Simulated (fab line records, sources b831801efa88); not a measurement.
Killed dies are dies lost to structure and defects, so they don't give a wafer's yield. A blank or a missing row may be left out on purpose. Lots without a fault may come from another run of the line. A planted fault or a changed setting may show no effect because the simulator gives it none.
fab line records | flow sky130
record lots=6 wafers=18 last_day=50
route steps=708 shown METAL4@627 VIA4@639 PAD_OPEN@708
lots that met no fault: from a run of the same line without faults
start_h: hours from the record's first day to the start of the lot's first wafer shown | wait_h: hours since the lot's step before | " the same as in the row above | L1.1+2: a row that stands for several wafers | - no value, or no start given | * or withheld: withheld | < > ~ a bound
route shown NAME@n: a module of which the file shows steps, and the number in the route of the first | usual: mean/standard deviation of fault-free wafers | same: alike in all rows | chamber/n: place in a boat | sites: the reading at each site | _std_site: their standard deviation | _edge_site: outer sites' mean less inner sites' | radius_mm: how far each site lies from the wafer's centre | mask NAME#n: copy n | behind: the tool/chamber that last shaped the wafer | hold: why the lot was held/for how many hours/how that ended | device: the transistor (n, p or np) that didn't switch | end of line: the same wafers' tests at the end of the route | a step without rows: its recipe alone | killed: dies lost to structure and defects at the first sort, not the wafer's yield | map: a wafer's dies, x killed, . not, _ none there
set.NAME: the setting as run; set.NAME@STEP: as run at that earlier step | model.NAME: the simulator's own value behind a step, which no gauge read
lots at some steps of the route; a table a step, a row a wafer
services: from which hour (start_h, from the record's first day; less than 0 if before it) a tool's chamber was out of use, for how many hours, and why
## steps
# step SKY_METAL4_PEB_11
# recipe peb_temp_c=withheld peb_time_s=withheld resist=KrF-thick
# step SKY_METAL4_DEVELOP_12
# recipe develop_time_s=60 resist=KrF-thick dev_temp_c=21
# step SKY_METAL4_CD_MEAS_13
# recipe target_cd_nm=300
# usual cd_nm=299.4/1.3
# columns lot.wafer tool chamber start_h wait_h cd_nm
L932.2 cd_sem-02 - 1022.55 - 299.2
L932.3 " - " " 299.6
L932.5 " - " " 300.1
L935.1 cd_sem-01 - 1032.42 - 298.6
L935.4 " - " " 300.8
L935.6 " - " " 297.9
L937.1 cd_sem-02 - 1048.12 - 296.0
L937.3 " - " " 296.5
L937.4 " - " " 297.0
L941.1 cd_sem-01 - 1058.47 - 298.3
L941.5 " - " " 299.8
L941.6 " - " " 298.1
L946.1 cd_sem-01 - 1090.06 - 298.6
L946.5 " - " " 297.9
L946.6 " - " " 298.3
L949.2 cd_sem-01 - 1112.50 - 298.7
L949.4 " - " " 299.7
L949.5 " - " " 301.2
# step SKY_METAL4_OVL_MEAS_14
# usual METAL4_OVL=3/6.2
# columns lot.wafer tool chamber start_h wait_h METAL4_OVL[nm]
L932.2 overlay-01 - 1022.66 0.1 -1
L932.3 " - " " 9
L932.5 " - " " 9
L935.1 overlay-02 - 1032.54 0.1 -2
L935.4 " - " " 14
L935.6 " - " " 17
L937.1 overlay-01 - 1048.24 0.1 11
L937.3 " - " " 12
L937.4 " - " " 13
L941.1 overlay-02 - 1058.62 0.1 7
L941.5 " - " " 10
L941.6 " - " " -3
L946.1 overlay-01 - 1090.18 0.1 0
L946.5 " - " " 2
L946.6 " - " " 14
L949.2 overlay-02 - 1112.61 0.1 -3
L949.4 " - " " 4
L949.5 " - " " 4
# step SKY_METAL4_DESCUM_15
# recipe chemistry=O2 source_power_w=150 bias_power_w=0 pressure_mtorr=10 temp_c=40 time_s=8
# usual drypump_motor_current_A=5.7/0.56 oes_product_au=1.002/0.012
# columns lot.wafer tool chamber start_h wait_h drypump_motor_current_A oes_product_au rf_hours_counter_h
L932.2 rie_metal-04 0 1022.69 0.0 5.0 1.008 4
L932.3 " 0 " " 5.0 0.995 -
L932.5 " 1 " " 6.2 0.983 -
L935.1 rie_metal-04 1 1032.58 0.0 6.1 0.981 7
L935.4 " 0 " " 5.0 0.996 -
L935.6 " 0 " " 5.0 0.992 -
L937.1 rie_metal-04 1 1048.28 0.0 6.1 0.996 8
L937.3 " 0 " " 5.0 1.003 -
L937.4 " 1 " " 6.1 1.007 -
L941.1 rie_metal-04 0 1058.65 0.0 5.0 1.001 6
L941.5 " 0 " " 5.0 1.002 -
L941.6 " 1 " " 6.1 0.989 -
L946.1 rie_metal-01 0 1090.22 0.0 5.6 0.995 19
L946.5 " 1 " " 6.5 1.021 -
L946.6 " 0 " " 5.6 0.992 -
L949.2 rie_metal-04 0 1112.64 0.0 5.0 1.007 8
L949.4 " 1 " " 6.1 0.988 -
L949.5 " 0 " " 5.0 1.013 -
# step SKY_METAL4_ETCH_16
# recipe chemistry=N2/H2 target=BARC ion_energy_ev=200 bias_w=100 pressure_mtorr=30 n2_flow_sccm=100 h2_flow_sccm=200 icp_w=500 stop_on=SiO2 time_s=88.2 target_depth_a=600
# usual drypump_motor_current_A=5.7/0.56 n2_flow_sccm=100.0/0.3 oes_product_au=0.625/0.0043 throttle_valve_pct=13.205/0.0095
# columns lot.wafer tool chamber start_h wait_h drypump_motor_current_A n2_flow_sccm oes_product_au rf_hours_counter_h throttle_valve_pct
L932.2 rie_metal-04 0 1022.72 0.0 5.0 99.7 0.632 4 13.211
L932.3 " 0 " " 5.0 100.2 0.630 - 13.210
L932.5 " 1 " " 6.2 100.3 0.624 - 13.206
L935.1 rie_metal-04 1 1032.61 0.0 6.1 100.0 0.622 7 13.191
L935.4 " 0 " " 5.0 100.0 0.624 - 13.199
L935.6 " 0 " " 5.0 100.1 0.622 - 13.209
L937.1 rie_metal-04 1 1048.31 0.0 6.1 100.5 0.623 8 13.202
L937.3 " 0 " " 5.0 99.8 0.625 - 13.196
L937.4 " 1 " " 6.1 100.3 0.623 - 13.221
L941.1 rie_metal-04 0 1058.69 0.0 5.0 100.1 0.627 6 13.199
L941.5 " 0 " " 5.0 100.6 0.627 - 13.204
L941.6 " 1 " " 6.1 99.9 0.629 - 13.190
L946.1 rie_metal-01 0 1090.25 0.0 5.6 100.0 0.629 19 13.211
L946.5 " 1 " " 6.6 99.6 0.630 - 13.219
L946.6 " 0 " " 5.6 100.3 0.624 - 13.195
L949.2 rie_metal-04 0 1112.67 0.0 5.0 100.6 0.619 8 13.219
L949.4 " 1 " " 6.1 100.4 0.629 - 13.196
L949.5 " 0 " " 5.0 100.7 0.629 - 13.207
# step SKY_METAL4_ETCH_17
# recipe target=SiO2 stop_on=TiN chemistry=C4F8/O2/Ar source_w=1500 bias_w=1200 pressure_mtorr=40 c4f8_flow_sccm=withheld O2_flow_sccm=6 Ar_flow_sccm=300 time_s=3.9 target_depth_a=150
# usual oes_product_au=0.756/0.0084
# columns lot.wafer tool chamber start_h wait_h oes_product_au rf_hours_counter_h
L932.2 rie_diel-03 3 1022.82 0.1 0.761 26
L932.3 " 0 " " 0.757 16
L932.5 " 1 " " 0.771 -
L935.1 rie_diel-01 1 1032.71 0.1 0.754 1
L935.4 " 2 " " 0.767 20
L935.6 " 0 " " 0.756 -
L937.1 rie_diel-03 3 1048.41 0.1 0.763 27
L937.3 " 0 " " 0.756 17
L937.4 " 2 " " 0.773 21
L941.1 rie_diel-04 1 1058.78 0.1 0.756 6
L941.5 " 3 " " 0.763 -
L941.6 " 0 " " 0.773 -
L946.1 rie_diel-04 1 1090.35 0.1 0.754 7
L946.5 " 0 " " 0.756 -
L946.6 " 3 " " 0.758 -
L949.2 rie_diel-03 0 1112.77 0.1 0.752 19
L949.4 " 2 " " 0.757 24
L949.5 " 2 " " 0.763 -
# step SKY_METAL4_METAL_ETCH_18
# recipe target_depth_a=8450 stop_on=SiO2 over_etch_frac=0.3 time_s=183.1 chemistry=Cl2/BCl3 resist_sidewall_deg=88 pressure_mtorr=10 icp_w=900 bias_w=48.5 Cl2_flow_sccm=60 bcl3_flow_sccm=30
# step SKY_METAL4_STRIP_19
# recipe chemistry=O2/N2 power_w=1400 pressure_mtorr=1500 platen_temp_c=withheld o2_flow_sccm=3000 n2_flow_sccm=300 overash_fraction=0.5
# usual drypump_motor_current_A=5.6/0.35 n2_flow_sccm=299.9/0.94 o2_flow_sccm=3000/9.3 oes_product_au=0.497/0.0072 strip_time_to_endpoint_s=6.40/0.13
# columns lot.wafer tool chamber start_h wait_h drypump_motor_current_A n2_flow_sccm o2_flow_sccm oes_product_au rf_hours_counter_h strip_time_to_endpoint_s
L932.2 plasma_asher-03 0 1023.02 0.1 5.1 299.4 3000 0.499 126 6.49
L932.3 " 1 " " 5.8 301.2 2999 0.509 - 6.50
L932.5 " 1 " " 5.9 300.1 3010 0.498 - 6.52
L935.1 plasma_asher-02 0 1032.90 0.1 5.4 300.7 3003 0.486 59 6.17
L935.4 " 0 " " 5.4 300.5 2998 0.496 - 6.26
L935.6 " 0 " " 5.4 300.5 2991 0.490 - 6.18
L937.1 plasma_asher-03 1 1048.60 0.1 5.8 299.8 2996 0.492 128 6.23
L937.3 " 0 " " 5.1 298.2 3012 0.504 - 6.53
L937.4 " 1 " " 5.8 300.2 2992 0.494 - 6.23
L941.1 plasma_asher-02 0 1058.98 0.1 5.4 299.0 2993 0.497 62 6.44
L941.5 " 1 " " 6.0 300.0 3008 0.491 - 6.35
L941.6 " 0 " " 5.4 299.1 2997 0.498 - 6.43
L946.1 plasma_asher-04 1 1090.55 0.1 5.9 298.3 3009 0.492 34 6.53
L946.5 " 0 " " 5.4 301.0 3001 0.493 - 6.23
L946.6 " 1 " " 5.9 297.7 3003 0.502 - 6.50
L949.2 plasma_asher-02 1 1112.97 0.1 6.1 300.1 3011 0.500 67 6.52
L949.4 " 0 " " 5.4 300.1 2980 0.503 - 6.55
L949.5 " 1 " " 6.1 300.4 3006 0.501 - 6.55
# step SKY_METAL4_STRIP_20
# recipe chemistry=post_etch_residue_remover time_s=1200 temp_c=72.5
# step SKY_METAL4_CLEAN_21
# recipe chemistry=IPA time_s=180 temp_c=25
# step SKY_METAL4_CLEAN_22
# recipe chemistry=O3/DIW dry=n2_spin
# step SKY_VIA4_HDPCVD_00
# recipe material=SiO2 target_thk_nm=1750 sigma_open_frac=0.3 time_s=291.7 temp_c=400 sih4_flow_sccm=60 pressure_mtorr=6
# usual pressure_mtorr=6.000/0.013 sih4_flow_sccm=60.00/0.16
# columns lot.wafer tool chamber start_h wait_h pressure_mtorr sih4_flow_sccm model.SiO2_of_VIA4_HDPCVD_00.thk_nm
L932.2 hdpcvd-01 1 1023.61 0.0 5.997 60.28 1739
L932.3 " 2 " " 6.006 59.70 1734
L932.5 " 1 " " 6.024 60.04 1733
L935.1 hdpcvd-02 1 1033.50 0.0 5.985 60.16 1745
L935.4 " 0 " " 5.978 59.87 1700
L935.6 " 1 " " 6.000 60.09 1760
L937.1 hdpcvd-01 0 1049.20 0.0 6.004 90.13 2627
L937.3 " 2 " " 6.018 90.08 2621
L937.4 " 1 " " 5.994 90.08 2599
L941.1 hdpcvd-01 1 1059.57 0.0 6.005 90.11 2573
L941.5 " 2 " " 5.991 89.89 2609
L941.6 " 0 " " 6.008 89.88 2630
L946.1 hdpcvd-02 2 1091.15 0.0 5.997 59.83 1750
L946.5 " 2 " " 6.011 60.07 1738
L946.6 " 0 " " 5.991 60.49 1709
L949.2 hdpcvd-02 2 1113.56 0.0 6.016 60.01 1750
L949.4 " 1 " " 6.007 60.06 1749
L949.5 " 0 " " 5.994 60.21 1726
# step SKY_VIA4_THK_MEAS_01
# recipe reads=SiO2_of_VIA4_HDPCVD_00
# usual VIA4_HDPCVD_THK=1743/24
# columns lot.wafer tool chamber start_h wait_h VIA4_HDPCVD_THK[nm]
L932.2 film_metro-02 - 1023.80 0.1 1738
L932.3 " - " " 1735
L932.5 " - " " 1733
L935.1 film_metro-03 - 1033.68 0.1 1744
L935.4 " - " " 1700
L935.6 " - " " 1760
L937.1 film_metro-01 - 1049.38 0.1 2627
L937.3 " - " " 2621
L937.4 " - " " 2598
L941.1 film_metro-03 - 1059.75 0.1 2573
L941.5 " - " " 2611
L941.6 " - " " 2630
L946.1 film_metro-01 - 1091.33 0.1 1749
L946.5 " - " " 1738
L946.6 " - " " 1708
L949.2 film_metro-02 - 1113.75 0.1 1750
L949.4 " - " " 1750
L949.5 " - " " 1726
# step SKY_VIA4_CMP_02
# recipe material=SiO2 down_force_psi=4 platen_rpm=60 pad_velocity_m_s=0.94248
# usual motor_current_A=12.0/1.2 platen_rpm=60.00/0.04
# columns lot.wafer tool chamber start_h wait_h motor_current_A platen_rpm
L932.3 cmp-01 0 1023.95 0.1 10.4 60.02
L932.2 " 1 " " 11.1 60.07
L932.5 " 2 " " 11.3 60.01
L935.4 cmp-02 3 1033.91 0.2 14.2 60.00
L935.1 " 0 " " 10.7 60.07
L935.6 " 2 " " 14.3 59.97
L937.4 cmp-02 1 1049.44 0.0 12.2 60.01
L937.1 " 3 " " 13.8 60.06
L937.3 " 0 " " 11.9 60.01
L941.1 cmp-01 0 1059.92 0.2 10.6 60.07
L941.5 " 0 " " 9.7 60.01
L941.6 " 1 " " 11.7 60.00
L946.1 cmp-01 0 1091.44 0.1 10.3 59.97
L946.5 " 3 " " 12.0 60.02
L946.6 " 0 " " 10.3 59.97
L949.2 cmp-01 1 1113.80 0.0 11.7 60.03
L949.4 " 3 " " 11.6 60.02
L949.5 " 1 " " 11.5 59.95
# step SKY_PAD_OPEN_PROBE_99
# usual defect_limited_yield=82.5/1.7 killed_at_M0_to_M3=43/6.1 killed_at_M4_up=3.5/2 killed_at_contacts=25/5.1 killed_at_front_end=14/4.2 killed_at_other=0.3/0.55 killed_dies=86/8.3 killed_open=46/7.2 killed_short=39/6 sort_bin_3_pad_short=0.9/0.42 sort_bin_5_function=10.3/1.4 sort_bin_6_memory=6.3/1.1 sort_n_pass=406/8.3 sort_yield_pct=82.5/1.7
# same gross_dies=492 killed_at_back_side=0 sort_bin_4_leakage[%]=0 sort_bin_8_speed[%]=0
# columns lot.wafer tool chamber start_h wait_h defect_limited_yield[%] killed_at_M0_to_M3 killed_at_M4_up killed_at_contacts killed_at_front_end killed_at_other killed_dies killed_open killed_short sort_bin_3_pad_short[%] sort_bin_5_function[%] sort_bin_6_memory[%] sort_n_pass sort_yield_pct[%]
L932.2 prober-02 - 1112.98 0.1 82.3 45 6 23 13 0 87 40 47 1.2 10.8 5.7 405 82.3
L932.3 prober-02 - 1113.03 0.2 85.2 39 5 17 12 0 73 38 35 1.0 7.3 6.5 419 85.2
L932.5 prober-02 - 1113.13 0.2 83.5 45 2 26 8 0 81 39 42 0.6 9.3 6.5 411 83.5
L946.1 prober-01 - 1171.54 0.1 82.5 38 4 29 14 1 86 38 48 1.2 10.0 6.3 406 82.5
L946.5 prober-01 - 1171.74 0.2 85.8 30 3 19 17 1 70 35 35 0.6 8.3 5.3 422 85.8
L946.6 prober-01 - 1171.79 0.2 81.5 45 0 34 11 1 91 48 43 1.2 10.4 6.9 401 81.5
# killed by level:class
L932.2 VIA1:geometric_particle:open=11 CONTACT:geometric_particle:open=10 VIA2:geometric_particle:short=6 METAL2:geometric_particle:short=6 CONTACT:geometric_particle:short=5 VIA1:geometric_particle:short=5 METAL4:geometric_particle:short=5 VIA2:geometric_particle:open=5
L932.3 VIA1:geometric_particle:open=10 VIA3:geometric_particle:open=9 VIA1:geometric_particle:short=7 POLY_GATE:geometric_particle:short=5 LI_CONTACT:geometric_particle:open=5 CONTACT:geometric_particle:short=4 METAL4:geometric_particle:short=4 VIA2:geometric_particle:short=3
L932.5 VIA1:geometric_particle:open=9 METAL1:geometric_particle:short=8 VIA3:geometric_particle:open=7 CONTACT:geometric_particle:open=7 CONTACT:geometric_particle:short=6 LI_CONTACT:geometric_particle:open=5 VIA3:geometric_particle:short=5 FIELD_ISO:geometric_particle:open=4
L946.1 CONTACT:geometric_particle:open=10 VIA1:geometric_particle:open=7 METAL2:geometric_particle:short=7 LOCAL_INTERCONNECT:geometric_particle:short=6 LI_CONTACT:geometric_particle:open=6 VIA2:geometric_particle:open=6 VIA2:geometric_particle:short=5 FIELD_ISO:geometric_particle:open=4
L946.5 VIA1:geometric_particle:open=10 FIELD_ISO:geometric_particle:open=6 LOCAL_INTERCONNECT:geometric_particle:short=6 VIA2:geometric_particle:open=6 LI_CONTACT:geometric_particle:open=5 POLY_GATE:geometric_particle:short=4 VIA1:geometric_particle:short=4 FIELD_ISO:geometric_particle:short=3
L946.6 CONTACT:geometric_particle:open=13 VIA1:geometric_particle:open=12 METAL2:geometric_particle:short=7 LI_CONTACT:geometric_particle:open=7 VIA2:geometric_particle:open=7 FIELD_ISO:geometric_particle:short=6 LI_CONTACT:geometric_particle:short=5 CONTACT:geometric_particle:short=5
## services
# columns tool chamber start_h hours kind
hdpcvd-02 0 1008.75 2.3 repair
rie_diel-03 1 1012.42 6.3 repair
rie_diel-01 3 1039.24 3.6 repair
cmp-02 - 1044.18 4.0 repair
cmp-02 - 1052.21 15.0 pm
plasma_asher-03 - 1055.25 9.0 pm
plasma_asher-03 0 1055.25 9.0 vent_cycle
plasma_asher-03 1 1055.25 9.0 vent_cycle
plasma_asher-03 0 1064.25 - clean
plasma_asher-03 1 1064.25 - clean
cmp-01 - 1070.34 0.4 repair
rie_diel-01 0 1074.01 4.4 repair
hdpcvd-02 2 1083.67 6.3 repair
rie_metal-04 0 1083.74 28.2 repair
cmp-01 - 1084.30 4.0 pm
cmp-01 - 1088.30 - consumable_replace:conditioner
cmp-01 - 1088.30 - consumable_replace:pad
rie_metal-04 - 1105.14 0.3 repair
plasma_asher-03 - 1109.46 0.5 repair
## key
first_sign step=SKY_VIA4_HDPCVD_00 reading=sih4_flow_sccm direction=up sigmas=99+ usual=60.00 struck=90.03
effect step=SKY_VIA4_THK_MEAS_01 reading=VIA4_HDPCVD_THK direction=up sigmas=36 usual=1743 struck=2610
model_effect step=SKY_VIA4_HDPCVD_00 value=SiO2_of_VIA4_HDPCVD_00.thk_nm without=1735 struck=2610
met_at SKY_VIA4_HDPCVD_00
struck_wafers L937.1,L937.3,L937.4,L941.1,L941.5,L941.6
onset_between 1023.61 1049.20
fault kind=process_parameter_drift tool=hdpcvd-01 chamber=- onset_h=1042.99 steps=SKY_VIA4_HDPCVD_00 channel=sih4_flow_sccm offset=30 shape=step end_h=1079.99 acts_in=these_recipes_only stated=60
